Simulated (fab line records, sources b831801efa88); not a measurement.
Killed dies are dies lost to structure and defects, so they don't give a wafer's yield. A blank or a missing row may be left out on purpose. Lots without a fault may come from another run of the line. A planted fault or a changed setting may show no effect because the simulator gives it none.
Which tool did it? | flow sky130 | 24 lots, 72 wafers sampled, at 6 steps of a route of 708

WHAT THE GAUGES READ, wafer by wafer
SKY_LDD_HVN_TW_MEAS_10.
lot  | measured     | on            | LDD_HVN_TW
L074 | day 18 14:17 | film_metro-03 | 1441 1436 1439
L075 | day 20 07:57 | film_metro-02 | 1434 1444 1429
L076 | day 21 04:55 | film_metro-03 | 1432 1433 1440
L077 | day 22 04:29 | film_metro-03 | 1423 1422 1428
L078 | day 22 05:24 | film_metro-02 | 1455 1451 1454
L079 | day 22 14:14 | film_metro-03 | 1420 1435 1429
L080 | day 23 00:23 | film_metro-03 | 1435 1440 1440
L081 | day 23 15:10 | film_metro-03 | 1428 1441 1435
L082 | day 24 04:22 | film_metro-03 | 1428 1426 1424
L083 | day 24 12:37 | film_metro-03 | 1424 1412 1419
L084 | day 24 17:00 | film_metro-02 | 1445 1441 1440
L085 | day 25 00:47 | film_metro-03 | 1428 1423 1426
L086 | day 27 06:34 | film_metro-02 | 1440 1444 1440
L087 | day 27 05:04 | film_metro-04 | 1428 1436 1446
L088 | day 27 07:46 | film_metro-02 | 1444 1435 1440
L089 | day 27 05:52 | film_metro-02 | 1441 1439 1437
L090 | day 27 05:32 | film_metro-02 | 1443 1444 1453
L091 | day 27 08:40 | film_metro-04 | 1436 1441 1442
L092 | day 27 10:13 | film_metro-04 | 1444 1437 1434
L093 | day 27 15:55 | film_metro-02 | 1443 1443 1448
L094 | day 28 08:12 | film_metro-02 | 1442 1436 1440
L096 | day 29 06:17 | film_metro-04 | 1434 1443 1431
L095 | day 29 05:07 | film_metro-03 | 1421 1429 1424
L097 | day 29 11:11 | film_metro-04 | 1441 1438 1446

SKY_CAP2M_RS_MEAS_03: measures by four-point-probe.
lot  | measured     | on            | CAP2M_TIN_RS (ohm/sq)
L074 | day 38 10:01 | film_metro-02 | 6.83 6.79 6.79
L075 | day 39 14:10 | film_metro-02 | 6.86 6.88 6.87
L076 | day 40 10:30 | film_metro-01 | 6.97 6.96 6.97
L077 | day 41 05:16 | film_metro-02 | 6.99 7.04 7.03
L078 | day 41 07:07 | film_metro-04 | 6.97 6.93 6.91
L079 | day 41 11:41 | film_metro-01 | 6.89 6.85 6.96
L080 | day 41 16:29 | film_metro-01 | 6.93 6.89 6.96
L081 | day 42 08:18 | film_metro-04 | 6.87 6.98 7.02
L082 | day 42 19:20 | film_metro-01 | 6.97 6.98 7.02
L083 | day 42 23:47 | film_metro-02 | 6.90 6.92 6.96
L084 | day 43 06:14 | film_metro-02 | 7.07 7.02 7.03
L085 | day 43 10:07 | film_metro-01 | 7.07 7.08 7.00
L086 | day 45 04:05 | film_metro-02 | 6.89 6.87 6.96
L087 | day 45 00:18 | film_metro-01 | 7.07 7.04 7.04
L088 | day 45 04:52 | film_metro-04 | 6.93 6.94 6.86
L089 | day 45 02:25 | film_metro-01 | 6.99 6.96 6.99
L090 | day 45 00:59 | film_metro-02 | 6.96 6.96 6.97
L091 | day 45 06:51 | film_metro-01 | 6.98 6.99 7.02
L092 | day 45 07:34 | film_metro-04 | 6.83 6.80 6.81
L093 | day 45 08:11 | film_metro-02 | 6.81 6.85 6.84
L094 | day 45 20:50 | film_metro-01 | 6.99 7.00 7.00
L096 | day 46 14:34 | film_metro-02 | 6.97 6.95 6.89
L095 | day 46 12:13 | film_metro-04 | 6.95 6.98 6.97
L097 | day 46 18:43 | film_metro-02 | 7.00 7.00 7.03

SKY_CAP2M_THK_MEAS_04: measures by xrf.
lot  | measured     | on            | CAP2M_TIN_THK (nm)
L074 | day 38 10:08 | film_metro-02 | 202.7 204.7 203.6
L075 | day 39 14:17 | film_metro-02 | 200.9 199.1 199.9
L076 | day 40 10:37 | film_metro-01 | 197.6 197.5 198.0
L077 | day 41 05:23 | film_metro-02 | 198.4 196.7 196.2
L078 | day 41 07:13 | film_metro-04 | 197.6 198.1 197.8
L079 | day 41 11:48 | film_metro-01 | 199.2 200.4 198.2
L080 | day 41 16:37 | film_metro-01 | 199.2 198.9 198.3
L081 | day 42 08:25 | film_metro-04 | 201.6 198.8 197.2
L082 | day 42 19:27 | film_metro-01 | 199.4 198.8 198.7
L083 | day 42 23:55 | film_metro-02 | 199.9 200.5 198.2
L084 | day 43 06:21 | film_metro-02 | 194.6 196.8 195.9
L085 | day 43 10:14 | film_metro-01 | 194.7 195.0 195.6
L086 | day 45 04:12 | film_metro-02 | 199.4 200.5 197.8
L087 | day 45 00:25 | film_metro-01 | 194.2 195.7 195.1
L088 | day 45 04:59 | film_metro-04 | 198.6 198.9 199.9
L089 | day 45 02:31 | film_metro-01 | 197.0 198.6 197.4
L090 | day 45 01:06 | film_metro-02 | 197.7 198.8 196.6
L091 | day 45 06:58 | film_metro-01 | 197.0 196.8 195.2
L092 | day 45 07:41 | film_metro-04 | 201.6 202.5 201.2
L093 | day 45 08:18 | film_metro-02 | 201.5 200.7 200.2
L094 | day 45 20:57 | film_metro-01 | 195.9 197.3 195.6
L096 | day 46 14:41 | film_metro-02 | 197.7 199.3 200.4
L095 | day 46 12:19 | film_metro-04 | 199.7 197.8 197.5
L097 | day 46 18:50 | film_metro-02 | 197.3 197.7 196.5

SKY_METAL5_RS_MEAS_05: measures by four-point-probe.
lot  | measured     | on            | METAL5_ALCU_RS (ohm/sq)
L074 | day 41 17:08 | film_metro-02 | 0.0274 0.02684 0.02706
L075 | day 42 17:56 | film_metro-02 | 0.02681 0.02689 0.02688
L076 | day 43 14:05 | film_metro-01 | 0.02704 0.02697 0.02715
L077 | day 44 07:38 | film_metro-02 | 0.02671 0.02642 0.02644
L078 | day 44 08:20 | film_metro-01 | 0.02721 0.02707 0.02729
L079 | day 44 13:12 | film_metro-02 | 0.0268 0.02663 0.02689
L080 | day 44 17:31 | film_metro-02 | 0.02635 0.02619 0.02643
L081 | day 45 09:02 | film_metro-02 | 0.02708 0.02696 0.02681
L082 | day 45 19:08 | film_metro-02 | 0.02671 0.02669 0.02656
L083 | day 45 22:10 | film_metro-01 | 0.02662 0.02678 0.02679
L084 | day 46 04:11 | film_metro-03 | 0.02642 0.02656 0.02651
L085 | day 46 07:29 | film_metro-01 | 0.0271 0.02675 0.02693
L086 | day 47 20:43 | film_metro-03 | 0.02684 0.02737 0.02714
L087 | day 47 17:20 | film_metro-01 | 0.0273 0.027 0.027
L088 | day 47 21:37 | film_metro-01 | 0.02669 0.02699 0.02679
L089 | day 47 20:08 | film_metro-01 | 0.02706 0.0271 0.02724
L090 | day 47 18:41 | film_metro-01 | 0.027 0.02661 0.0268
L091 | day 47 21:56 | film_metro-01 | 0.02679 0.0272 0.02701
L092 | day 47 22:41 | film_metro-01 | 0.02717 0.02705 0.02698
L093 | day 47 23:20 | film_metro-03 | 0.02719 0.02723 0.02713
L094 | day 48 10:43 | film_metro-02 | 0.02662 0.02726 0.02674
L096 | day 49 02:52 | film_metro-02 | 0.02725 0.02735 0.02728
L095 | day 49 01:23 | film_metro-03 | 0.02703 0.02664 0.02676
L097 | day 49 06:25 | film_metro-01 | 0.02721 0.02684 0.02677

WHICH TOOL RAN EACH LOT (tool, then ch and the chambers of the sampled wafers, then the start)
lot  | SKY_VT_ADJUST_PCH_STRIP_09           | SKY_METAL5_SPUTTER_01
L074 | plasma_asher-04 ch 0,1, day 8 23:41  | pvd_sputter-04, day 41 16:59
L075 | plasma_asher-04 ch 0,1, day 10 08:52 | pvd_sputter-01, day 42 17:46
L076 | plasma_asher-03 ch 0,1, day 10 13:46 | pvd_sputter-03, day 43 13:56
L077 | plasma_asher-01 ch 1, day 11 07:43   | pvd_sputter-01, day 44 07:29
L078 | plasma_asher-04 ch 0,1, day 11 08:43 | pvd_sputter-03, day 44 08:10
L079 | plasma_asher-04 ch 0,1, day 12 04:40 | pvd_sputter-01, day 44 13:04
L080 | plasma_asher-03 ch 0,1, day 12 15:14 | pvd_sputter-01, day 44 17:22
L081 | plasma_asher-04 ch 0,1, day 12 23:41 | pvd_sputter-04, day 45 08:52
L082 | plasma_asher-04 ch 0,1, day 13 06:00 | pvd_sputter-01, day 45 18:58
L083 | plasma_asher-01 ch 0,1, day 13 16:41 | pvd_sputter-03, day 45 22:01
L084 | plasma_asher-03 ch 1, day 14 00:17   | pvd_sputter-01, day 46 04:02
L085 | plasma_asher-01 ch 0,1, day 14 04:12 | pvd_sputter-04, day 46 07:20
L086 | plasma_asher-03 ch 0,1, day 14 13:48 | pvd_sputter-04, day 47 20:34
L087 | plasma_asher-04 ch 0,1, day 14 21:12 | pvd_sputter-01, day 47 17:11
L088 | plasma_asher-03 ch 0,1, day 15 02:18 | pvd_sputter-01, day 47 21:28
L089 | plasma_asher-01 ch 0,1, day 15 11:50 | pvd_sputter-03, day 47 19:55
L090 | plasma_asher-04 ch 0,1, day 15 20:18 | pvd_sputter-01, day 47 18:32
L091 | plasma_asher-04 ch 0,1, day 16 09:17 | pvd_sputter-04, day 47 21:46
L092 | plasma_asher-04 ch 0,1, day 16 16:01 | pvd_sputter-04, day 47 22:31
L093 | plasma_asher-01 ch 0, day 16 22:36   | pvd_sputter-03, day 47 23:11
L094 | plasma_asher-01 ch 1, day 17 12:00   | pvd_sputter-04, day 48 10:34
L096 | plasma_asher-04 ch 0,1, day 18 07:01 | pvd_sputter-04, day 49 02:43
L095 | plasma_asher-01 ch 0, day 18 08:25   | pvd_sputter-04, day 49 01:14
L097 | plasma_asher-03 ch 1, day 18 18:12   | pvd_sputter-04, day 49 06:17
- SKY_VT_ADJUST_PCH_STRIP_09: strips in O2/N2.
- SKY_METAL5_SPUTTER_01: material TiN, target thk 20 nm, time 16.7 s.

WHAT THE TOOLS THEMSELVES READ (means of the sampled wafers that have a number; where no wafer has one, the mark that the record gives instead)
SKY_VT_ADJUST_PCH_STRIP_09.
lot  | tool            | drypump_motor_current_A (A) | o2_flow_sccm (sccm) | oes_product_au (a.u.) | strip_time_to_endpoint_s (s)
L074 | plasma_asher-04 | 5.9                         | 2995                | 0.724                 | 36.99
L075 | plasma_asher-04 | 5.9                         | 3002                | 0.720                 | 37.14
L076 | plasma_asher-03 | 5.6                         | 3007                | 0.722                 | 36.96
L077 | plasma_asher-01 | 5.9                         | 2997                | 0.723                 | 36.95
L078 | plasma_asher-04 | 5.5                         | 3006                | 0.726                 | 36.85
L079 | plasma_asher-04 | 5.9                         | 2998                | 0.722                 | 36.84
L080 | plasma_asher-03 | 5.4                         | 2997                | 0.720                 | 36.76
L081 | plasma_asher-04 | 5.5                         | 3014                | 0.720                 | 37.02
L082 | plasma_asher-04 | 5.5                         | 2991                | 0.720                 | 36.82
L083 | plasma_asher-01 | 5.6                         | 2994                | 0.720                 | 37.08
L084 | plasma_asher-03 | 5.3                         | 3004                | 0.726                 | 36.74
L085 | plasma_asher-01 | 5.6                         | 3006                | 0.721                 | 37.04
L086 | plasma_asher-03 | 5.5                         | 2999                | 0.721                 | 36.91
L087 | plasma_asher-04 | 5.9                         | 3001                | 0.720                 | 37.06
L088 | plasma_asher-03 | 5.5                         | 3004                | 0.725                 | 36.94
L089 | plasma_asher-01 | 5.7                         | 2997                | 0.724                 | 37.03
L090 | plasma_asher-04 | 5.9                         | 2997                | 0.720                 | 36.79
L091 | plasma_asher-04 | 5.9                         | 3008                | 0.723                 | 36.82
L092 | plasma_asher-04 | 5.9                         | 2991                | 0.724                 | 36.92
L093 | plasma_asher-01 | 5.4                         | 3004                | 0.727                 | 37.04
L094 | plasma_asher-01 | 5.9                         | 3000                | 0.723                 | 36.95
L096 | plasma_asher-04 | 5.5                         | 2994                | 0.720                 | 36.90
L095 | plasma_asher-01 | 5.4                         | 3007                | 0.720                 | 36.96
L097 | plasma_asher-03 | 5.3                         | 2999                | 0.720                 | 36.71

SKY_METAL5_SPUTTER_01.
lot  | tool           | throttle_valve_pct (%)
L074 | pvd_sputter-04 | 30.2
L075 | pvd_sputter-01 | 30.4
L076 | pvd_sputter-03 | 30.3
L077 | pvd_sputter-01 | 30.2
L078 | pvd_sputter-03 | 29.8
L079 | pvd_sputter-01 | 30.9
L080 | pvd_sputter-01 | 30.4
L081 | pvd_sputter-04 | 30.0
L082 | pvd_sputter-01 | 31.5
L083 | pvd_sputter-03 | 29.9
L084 | pvd_sputter-01 | 31.9
L085 | pvd_sputter-04 | 29.5
L086 | pvd_sputter-04 | 29.5
L087 | pvd_sputter-01 | 30.5
L088 | pvd_sputter-01 | 29.5
L089 | pvd_sputter-03 | 30.6
L090 | pvd_sputter-01 | 31.7
L091 | pvd_sputter-04 | 30.3
L092 | pvd_sputter-04 | 29.3
L093 | pvd_sputter-03 | 30.3
L094 | pvd_sputter-04 | 29.5
L096 | pvd_sputter-04 | 30.3
L095 | pvd_sputter-04 | 30.1
L097 | pvd_sputter-04 | 29.8

THE ANSWER, worked out from the rows above alone
Rule: what is usual is taken from the lots themselves. Put in order of their means at a reading, lots are off if they are a third of the lots or fewer, leave a main group of 4 or more, and stand apart from it by a gap of 3 or more times the standard deviation of the main group's means; of several such gaps the widest counts. A main group whose means are all the same, to the digits that the tables above print for the reading, isn't used. A lot without any number at a reading at which 4 lots or more have one is off too. The other lots that the step has rows for count as sound. The gauges are gone through in route order, then the tools' own readings, and for those a lot's mean is taken as printed above. The first step at which some lot is off is used, and at that step the reading that is off furthest; a lot without a number counts as furthest.
No lot is off at any reading shown: from this, nothing can be told.

WHAT THE SIMULATOR HAD PUT IN
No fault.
